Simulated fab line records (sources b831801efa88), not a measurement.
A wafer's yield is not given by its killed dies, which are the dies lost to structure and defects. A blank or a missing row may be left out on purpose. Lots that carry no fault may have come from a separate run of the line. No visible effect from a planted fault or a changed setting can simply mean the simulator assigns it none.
fab line records	flow gf180mcu
record: lots: 5	wafers: 15	last-day: 34
route steps=602 shown V2@393
lots untouched by any fault: they come from a run of this same line in which no faults occurred
start-h: hours from the record's opening day to when the first of the lot's shown wafers began	wait-h: time in hours since the lot's previous step	" identical to the entry in the row above	L1.1+2: a row that stands for several wafers	- value missing, or start not given	* or withheld: withheld	< > ~ a bound
route shown NAME@n: names a module that has steps shown in the file, with the first one's number in the route	usual: mean/standard deviation taken from wafers without a fault	same: alike in all rows	chamber/n: place in a boat	sites: each site's reading	_std_site: standard deviation of those values	_edge_site: the outer-site mean with the inner-site mean subtracted	radius-mm: how far each site lies from the wafer's centre	mask NAME#n: copy n	behind: the last tool/chamber to shape the wafer	hold: cause of the lot's hold/its duration in hours/its outcome	device: which transistor (n, p or np) failed to switch	end of line: the tests these same wafers got at the end of their route	a step given without rows: its recipe and nothing more	killed: dies lost to structure and defects at the first sort, not the wafer's yield	map: a wafer's dies, marking killed ones x, the rest . and places with no die _
set.NAME: the setting that was run; set.NAME@STEP: the one run at that earlier step	model.NAME: the simulator's own value behind a step, which no gauge read
lots seen at some steps along the route; tables by step, rows by wafer
services: when a tool's chamber went out of use (start-h, in hours from the record's first day, below 0 if earlier), for how many hours, and the reason
== steps ==
step: GF_V2_EXPOSE_11
recipe: mask-id: Via2	target-cd-nm: 260	na: 0.68	source-shape: conventional	sigma-outer: 0.6	dose-mj: 38
step: GF_V2_PEB_12
recipe: peb-temp-c: 134.3	peb-time-s: 90	resist: KrF
step: GF_V2_DEVELOP_13
recipe: develop-time-s: 60	resist: KrF	dev-temp-c: 21
step: GF_V2_CD_MEAS_14
recipe: target-cd-nm: 260
usual: cd-nm: 260.0/1.2
lot.wafer	tool	chamber	start-h	wait-h	cd-nm
L539.3	cd-sem-02	-	481.49	0.1	257.8
L539.4	"	-	"	"	260.5
L539.6	"	-	"	"	259.5
L541.1	cd-sem-01	-	496.39	0.1	261.3
L541.3	"	-	"	"	260.5
L541.4	"	-	"	"	259.3
L548.1	cd-sem-02	-	564.15	0.1	259.1
L548.2	"	-	"	"	259.5
L548.3	"	-	"	"	259.2
L547.1	cd-sem-01	-	565.36	0.1	261.5
L547.3	"	-	"	"	259.9
L547.4	"	-	"	"	260.0
L560.2	cd-sem-01	-	647.63	0.1	261.5
L560.3	"	-	"	"	260.2
L560.6	"	-	"	"	259.8
step: GF_V2_OVL_MEAS_15
usual: V2_OVL: 1/5.9
lot.wafer	tool	chamber	start-h	wait-h	V2_OVL[nm]
L539.3	overlay-01	-	481.58	0.1	2
L539.4	"	-	"	"	-1
L539.6	"	-	"	"	-2
L541.1	overlay-01	-	496.51	0.1	7
L541.3	"	-	"	"	7
L541.4	"	-	"	"	6
L548.1	overlay-01	-	564.27	0.1	-7
L548.2	"	-	"	"	-8
L548.3	"	-	"	"	-7
L547.1	overlay-02	-	565.48	0.1	-2
L547.3	"	-	"	"	3
L547.4	"	-	"	"	6
L560.2	overlay-02	-	647.74	0.1	7
L560.3	"	-	"	"	13
L560.6	"	-	"	"	11
step: GF_V2_ETCH_16
recipe: chemistry: N2/H2	target-depth-a: withheld	overetch-a: withheld	time-s: withheld	target: BARC	ion-energy-ev: 200	source-w: 500	bias-w: 100	pressure-mtorr: 30	n2-flow-sccm: 100	h2-flow-sccm: 200
usual: chamber-pressure-mTorr: 29.999/0.026	drypump-motor-current-A: 5.7/0.4	oes-product-au: 0.855/0.005	throttle-valve-pct: 13.225/0.0094
lot.wafer	tool	chamber	start-h	wait-h	chamber-pressure-mTorr	drypump-motor-current-A	oes-product-au	throttle-valve-pct
L539.3	rie-diel-02	0	481.61	0.0	30.016	5.3	0.858	13.229
L539.4	"	3	"	"	29.988	5.6	0.851	13.227
L539.6	"	0	"	"	29.940	5.3	0.848	13.225
L541.1	rie-diel-02	1	496.55	0.0	30.005	5.2	0.850	13.238
L541.3	"	0	"	"	29.983	5.3	0.857	13.221
L541.4	"	3	"	"	29.962	5.5	0.854	13.228
L548.1	rie-diel-02	3	564.30	0.0	29.982	5.5	0.859	13.241
L548.2	"	1	"	"	30.011	5.2	0.859	13.234
L548.3	"	2	"	"	29.983	6.3	0.860	13.223
L547.1	rie-diel-04	2	565.52	0.0	29.978	6.3	0.848	13.226
L547.3	"	3	"	"	29.995	5.7	0.844	13.228
L547.4	"	1	"	"	30.013	6.0	0.846	13.244
L560.2	rie-diel-01	3	647.77	0.0	30.019	6.0	0.849	13.238
L560.3	"	1	"	"	29.956	6.1	0.860	13.210
L560.6	"	3	"	"	29.983	6.0	0.849	13.242
step: GF_V2_ETCH_17
recipe: chemistry: C4F8/O2/Ar	mask-material: KrF	target: SiO2	stop-on: TiN	source-w: 1500	bias-w: 1200	pressure-mtorr: 40	c4f8-flow-sccm: withheld	O2_flow_sccm: 6	Ar_flow_sccm: 300	time-s: withheld	target-depth-a: 6300
usual: chamber-pressure-mTorr: 40.00/0.043	oes-product-au: 0.856/0.0049
lot.wafer	tool	chamber	start-h	wait-h	chamber-pressure-mTorr	oes-product-au
L539.3	rie-diel-02	0	-	-	40.01	0.853
L539.4	"	3	"	"	40.00	0.854
L539.6	"	0	"	"	39.93	0.868
L541.1	rie-diel-02	1	-	-	40.00	0.857
L541.3	"	0	"	"	39.99	0.850
L541.4	"	3	"	"	39.99	0.851
L548.1	rie-diel-02	3	-	-	39.98	0.852
L548.2	"	1	"	"	39.81	0.853
L548.3	"	2	"	"	39.99	0.850
L547.1	rie-diel-04	2	-	-	40.05	0.855
L547.3	"	3	"	"	40.03	0.852
L547.4	"	1	"	"	39.99	0.854
L560.2	rie-diel-01	3	-	-	40.01	0.850
L560.3	"	1	"	"	40.02	0.861
L560.6	"	3	"	"	40.00	0.862
step: GF_V2_STRIP_18
recipe: chemistry: O2/N2	power-w: 1400	pressure-mtorr: 1500	platen-temp-c: 250	o2-flow-sccm: 3000	n2-flow-sccm: 300	overash-fraction: 0.5
usual: chamber-pressure-mTorr: 1500.0/1.4	drypump-motor-current-A: 5.8/0.39	heater-power-w: 319/34	oes-product-au: 0.588/0.0048
lot.wafer	tool	chamber	start-h	wait-h	chamber-pressure-mTorr	drypump-motor-current-A	heater-power-w	oes-product-au	rf-hours-counter-h
L539.3	plasma-asher-03	0	481.77	-	1500.4	5.5	374	0.592	-
L539.4	"	1	"	"	1498.4	5.5	282	0.585	-
L539.6	"	0	"	"	1498.7	5.5	375	0.583	-
L541.1	plasma-asher-04	0	496.68	-	1498.7	6.4	316	0.593	35
L541.3	"	0	"	"	1497.1	6.4	316	0.584	-
L541.4	"	1	"	"	1498.7	5.4	325	0.586	-
L548.1	plasma-asher-02	1	564.43	-	1500.6	6.0	352	0.582	95
L548.2	"	0	"	"	1499.5	6.0	287	0.588	95
L548.3	"	1	"	"	1501.4	6.0	354	0.583	-
L547.1	plasma-asher-02	0	565.65	-	1499.9	6.0	284	0.587	95
L547.3	"	1	"	"	1499.0	5.9	343	0.590	-
L547.4	"	0	"	"	1500.6	6.0	290	0.590	-
L560.2	plasma-asher-03	0	647.90	-	1500.6	5.5	382	0.591	23
L560.3	"	1	"	"	1498.2	5.5	278	0.596	-
L560.6	"	0	"	"	1498.5	5.5	377	0.593	-
step: GF_V2_STRIP_19
recipe: chemistry: post-etch-residue-remover	time-s: 1200	temp-c: 72.5
step: GF_V2_CLEAN_20
recipe: chemistry: DIW	dry: n2-spin
step: GF_V2_SPUTTER_21
recipe: material: Ti	target-thk-nm: 15	chamber-pressure-pa: 5	power-w: 2500	substrate-temp-c: 200	time-s: 80.02
usual: substrate-temp-c: 200.01/0.15	throttle-valve-pct: 30.7/0.66
lot.wafer	tool	chamber	start-h	wait-h	substrate-temp-c	throttle-valve-pct
L539.3	pvd-sputter-03	-	482.27	0.0	200.20	30.4
L539.4	"	-	"	"	200.01	31.8
L539.6	"	-	"	"	200.09	30.5
L541.1	pvd-sputter-03	-	497.21	0.0	199.97	31.7
L541.3	"	-	"	"	199.77	31.1
L541.4	"	-	"	"	199.93	30.6
L548.1	pvd-sputter-03	-	564.97	0.0	199.79	30.5
L548.2	"	-	"	"	199.99	31.7
L548.3	"	-	"	"	199.92	30.7
L547.1	pvd-sputter-03	-	566.18	0.0	200.11	31.7
L547.3	"	-	"	"	200.02	30.3
L547.4	"	-	"	"	200.41	30.4
L560.2	pvd-sputter-03	-	648.43	0.0	200.07	31.6
L560.3	"	-	"	"	200.09	30.6
L560.6	"	-	"	"	200.03	30.9
step: GF_V2_SPUTTER_22
recipe: material: TiN	target-thk-nm: 10	chamber-pressure-pa: 5	power-w: 4000	time-s: 40
usual: throttle-valve-pct: 30.7/0.66
lot.wafer	tool	chamber	start-h	wait-h	throttle-valve-pct
L539.3	pvd-sputter-03	-	482.33	0.0	30.3
L539.4	"	-	"	"	31.8
L539.6	"	-	"	"	30.3
L541.1	pvd-sputter-03	-	497.27	0.0	31.6
L541.3	"	-	"	"	31.1
L541.4	"	-	"	"	30.4
L548.1	pvd-sputter-03	-	565.03	0.0	30.6
L548.2	"	-	"	"	31.7
L548.3	"	-	"	"	30.2
L547.1	pvd-sputter-03	-	566.24	0.0	31.4
L547.3	"	-	"	"	30.5
L547.4	"	-	"	"	30.2
L560.2	pvd-sputter-03	-	648.49	0.0	31.8
L560.3	"	-	"	"	30.6
L560.6	"	-	"	"	31.0
step: GF_V2_CVD_23
recipe: material: W	target-thk-nm: 350	time-s: 104.94	temp-c: 400	pressure-torr: 40
usual: chamber-pressure-Torr: 39.99/0.085	heater-power-w: 827/110
lot.wafer	tool	chamber	start-h	wait-h	chamber-pressure-Torr	heater-power-w	model.W_of_V2_CVD_23.thk-nm
L539.3	cvd-w-02	1	482.41	0.1	39.97	838	355.8
L539.4	"	0	"	"	39.92	665	356.9
L539.6	"	0	"	"	40.01	683	355.5
L541.1	cvd-w-01	1	497.31	0.0	39.97	849	345
L541.3	"	1	"	"	40.04	839	350.1
L541.4	"	0	"	"	39.88	969	349.9
L548.1	cvd-w-02	0	565.07	0.0	40.14	681	347.9
L548.2	"	1	"	"	40.04	862	350
L548.3	"	0	"	"	40.03	682	343.7
L547.1	cvd-w-02	0	566.28	0.0	39.90	682	344.9
L547.3	"	1	"	"	40.02	847	346.6
L547.4	"	0	"	"	40.10	679	345.3
L560.2	cvd-w-01	1	648.53	0.0	39.98	869	362.6
L560.3	"	1	"	"	39.95	844	358
L560.6	"	0	"	"	40.01	960	363.3
step: GF_V2_RS_MEAS_24
recipe: thk-meas-gauge: four-point-probe	reads: W_of_V2_CVD_23+TiN_of_V2_SPUTTER_22+Ti_of_V2_SPUTTER_21
usual: V2_W_RS: 0.328/0.0037
lot.wafer	tool	chamber	start-h	wait-h	V2_W_RS[ohm/sq]
L539.3	film-metro-03	-	482.52	0.1	0.322
L539.4	"	-	"	"	0.320
L539.6	"	-	"	"	0.322
L541.1	film-metro-03	-	497.42	0.1	0.333
L541.3	"	-	"	"	0.328
L541.4	"	-	"	"	0.327
L548.1	film-metro-04	-	565.18	0.1	0.329
L548.2	"	-	"	"	0.328
L548.3	"	-	"	"	0.333
L547.1	film-metro-03	-	566.41	0.1	0.331
L547.3	"	-	"	"	0.331
L547.4	"	-	"	"	0.332
L560.2	film-metro-04	-	648.66	0.1	0.316
L560.3	"	-	"	"	0.320
L560.6	"	-	"	"	0.315
step: GF_V2_THK_MEAS_25
recipe: thk-meas-gauge: xrf	reads: W_of_V2_CVD_23
usual: V2_W_THK: 344/5.7
lot.wafer	tool	chamber	start-h	wait-h	V2_W_THK[nm]
L539.3	film-metro-03	-	482.62	0.1	351
L539.4	"	-	"	"	352
L539.6	"	-	"	"	352
L541.1	film-metro-03	-	497.54	0.1	343
L541.3	"	-	"	"	348
L541.4	"	-	"	"	347
L548.1	film-metro-04	-	565.30	0.1	342
L548.2	"	-	"	"	345
L548.3	"	-	"	"	338
L547.1	film-metro-03	-	566.53	0.1	340
L547.3	"	-	"	"	341
L547.4	"	-	"	"	340
L560.2	film-metro-04	-	648.77	0.1	361
L560.3	"	-	"	"	357
L560.6	"	-	"	"	363
== services ==
tool	chamber	start-h	hours	kind
plasma-asher-02	-	466.79	1.6	repair
rie-diel-01	1	469.24	7.3	repair
pvd-sputter-03	-	472.35	2.2	repair
rie-diel-04	1	472.88	2.7	repair
rie-diel-01	2	487.02	8.2	repair
rie-diel-02	0	535.37	1.3	repair
rie-diel-01	2	539.45	3.9	repair
pvd-sputter-03	1	553.87	-	consumable-replace:kit
pvd-sputter-03	1	553.87	18.0	scheduled-down
rie-diel-04	-	555.27	0.3	repair
rie-diel-04	0	557.11	4.0	repair
cvd-w-02	-	558.07	2.9	repair
cvd-w-01	-	567.38	0.6	repair
pvd-sputter-03	-	570.11	1.8	repair
pvd-sputter-03	-	572.90	6.7	repair
plasma-asher-02	-	579.50	2.7	repair
cvd-w-02	1	599.77	3.7	repair
rie-diel-01	-	605.82	1.1	repair
rie-diel-02	1	607.39	2.6	repair
rie-diel-04	2	614.12	3.4	repair
rie-diel-01	-	619.68	0.2	repair
rie-diel-02	-	638.17	0.7	repair
rie-diel-02	-	646.17	2.8	pm
plasma-asher-02	-	648.60	14.6	pm
== key ==
first-sign: step: GF_V2_RS_MEAS_24	reading: V2_W_RS	direction: down	sigmas: 2.8	usual: 0.328	struck: 0.317
effect none on later readings
model-effect: step: GF_V2_CVD_23	value: W_of_V2_CVD_23.thk-nm	without: 351.7	struck: 361.3
met-at GF_V2_CVD_23
struck-wafers L560.2,L560.3,L560.6
onset-between 497.31 648.53
also-fits time
fault: kind: process-parameter-drift	tool: cvd-w-01	chamber: -	onset-h: 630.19	steps: GF_V2_CVD_23	channel: target-thk-nm	offset: 9.6494	shape: step	end-h: 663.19	acts-in: these-recipes-only	stated: 350
